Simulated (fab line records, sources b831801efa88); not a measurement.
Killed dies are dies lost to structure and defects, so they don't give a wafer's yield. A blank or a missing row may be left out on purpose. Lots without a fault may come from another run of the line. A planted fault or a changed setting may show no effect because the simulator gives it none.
A struck lot beside a sound one | flow gf180mcu | 27 steps out of a route of 602
Sound: wafers L730.1, L730.4, L730.6. Struck: wafers L732.1, L732.2, L732.6. The cause comes at the end.
At each step with rows: each side's tool, then ch and its chambers, then its first start. Under that, the readings that differ: sound wafers | struck wafers | difference of the means | sigmas: that difference in standard deviations of wafers without a fault.
alike: readings whose means differ by less than 2 such deviations, and words and numbers that are the same on both sides. not compared: withheld readings, readings that some wafer has no value for, bounds like >300 that may hide the same value, and numbers for which the record gives no deviation and whose values overlap.
The two part at a step that has a row with sigmas, a row that says differs or no value, or rows on one side only. Numbers that don't overlap but have no deviation are shown without sigmas and don't part them. A reading that every wafer of one side lacks parts them only if that side has two wafers or more.

first, 2 steps without rows for these wafers: GF_V4_SPUTTER_22 (material TiN, target thk 10 nm, time 40 s); GF_V4_CVD_23 (deposits W, target thk 350 nm, time 104.9 s).
GF_V4_RS_MEAS_24: measures by four-point-probe.
  sound on film_metro-03, day 26 13:55; struck on film_metro-03, day 27 00:18
  alike: V4_W_RS
GF_V4_THK_MEAS_25: measures by xrf.
  sound on film_metro-03, day 26 14:02; struck on film_metro-03, day 27 00:25
  alike: V4_W_THK
GF_V4_CMP_26: polishes, stops on SiO2, t overpolish 15 s, target thk 0 nm.
  sound on cmp-01 ch 1,3, day 26 14:08; struck on cmp-01 ch 0,3, day 27 00:29
  alike: motor_current_A, overpolish_run_s, retaining_ring_pressure_frac, time_to_endpoint_s
GF_MIM_SPUTTER_00: material Ti, target thk 37.5 nm, time 150 s.
  sound on pvd_sputter-01, day 26 14:23; struck on pvd_sputter-02, day 27 00:47
  alike: cathode_dc_power_W, chamber_pressure_pa, throttle_valve_pct
then, 1 step without rows for these wafers: GF_MIM_SPUTTER_01 (material TiN, target thk 30 nm, time 25 s).
GF_MIM_SPUTTER_02: material AlCu, target thk 450 nm, time 23.9 s.
  sound on pvd_sputter-01, day 26 14:31; struck on pvd_sputter-02, day 27 00:55
  alike: cathode_dc_power_W, chamber_pressure_pa, throttle_valve_pct
GF_MIM_SPUTTER_03: material Ti, target thk 10 nm, time 6.7 s.
  sound on pvd_sputter-01, day 26 14:33; struck on pvd_sputter-02, day 27 00:56
  alike: cathode_dc_power_W, chamber_pressure_pa, throttle_valve_pct
then, 2 steps without rows for these wafers: GF_MIM_SPUTTER_04 (material TiN, target thk 50 nm, time 41.7 s); GF_MIM_CVD_05 (deposits Si3N4, target thk 42 nm, time 29.086 s).
GF_MIM_THK_MEAS_06:
  sound on film_metro-02, day 26 14:38; struck on film_metro-02, day 27 01:02
  alike: MIM_CVD_05_THK
GF_MIM_SPUTTER_07: material TiN, target thk 60 nm, time 50 s.
  sound on pvd_sputter-04, day 26 14:42; struck on pvd_sputter-01, day 27 01:05
  no value came back on the struck wafers for cathode_dc_power_W (W), chamber_pressure_pa (Pa), throttle_valve_pct (%); on the sound wafers cathode_dc_power_W (W) reads 6500.1 6501.4 6500.5
then, 1 step without rows for these wafers: GF_MIM_SPUTTER_08 (material AlCu, target thk 200 nm, time 10.6 s).
GF_MIM_SPUTTER_09: material TiN, target thk 35 nm, time 29.2 s.
  sound on pvd_sputter-04, day 26 14:46; struck on pvd_sputter-01, day 27 01:10
  alike: cathode_dc_power_W, chamber_pressure_pa, throttle_valve_pct
GF_MIM_RS_MEAS_10: measures by four-point-probe.
  sound on film_metro-04, day 26 14:48; struck on film_metro-04, day 27 01:11
  reading              | sound                | struck               | difference | sigmas
  MIM_ALCU_RS (ohm/sq) | 0.1622 0.1574 0.1626 | 0.1653 0.1659 0.1641 | +0.0044    | +2
GF_MIM_THK_MEAS_11: measures by xrf.
  sound on film_metro-04, day 26 14:55; struck on film_metro-04, day 27 01:19
  alike: MIM_ALCU_THK
then, 7 steps without rows for these wafers: GF_MIM_DEHYDRATE_12 (time 60 s); GF_MIM_HMDS_13 (prime time 60 s); GF_MIM_COAT_14 (resist thk 1000 nm); GF_MIM_SOFTBAKE_15 (time 60 s); GF_MIM_EXPOSE_16 (exposes mask FuseTop, target cd 2000 nm); GF_MIM_PEB_17; GF_MIM_DEVELOP_18 (develop time 60 s).
GF_MIM_METAL_ETCH_19: etches the open film in Cl2/BCl3, stops on Si3N4, target depth 324.5 nm, time 54.1 s.
  sound on rie_metal-04 ch 0,1, day 27 10:31; struck on rie_metal-03 ch 0,1, day 27 21:16
  reading                | sound                | struck               | difference | sigmas
  oes_product_au (a.u.)  | 0.935 0.941 0.941    | 0.985 0.997 0.996    | +0.054     | +9
  throttle_valve_pct (%) | 28.262 28.285 28.291 | 28.233 28.210 28.228 | -0.056     | -6
  alike: drypump_motor_current_A
  not compared: rf_hours_counter_h
then, 1 step without rows for these wafers: GF_MIM_STRIP_20 (strips in O2/N2).
GF_PASSIVATION_PROBE_99:
  the record has rows for the sound wafers here (prober-02, day 30 22:09) and none for the struck ones

WHERE THEY PART
First at GF_MIM_SPUTTER_07; last, within this record, at GF_PASSIVATION_PROBE_99.

WHY: what the simulator had put in
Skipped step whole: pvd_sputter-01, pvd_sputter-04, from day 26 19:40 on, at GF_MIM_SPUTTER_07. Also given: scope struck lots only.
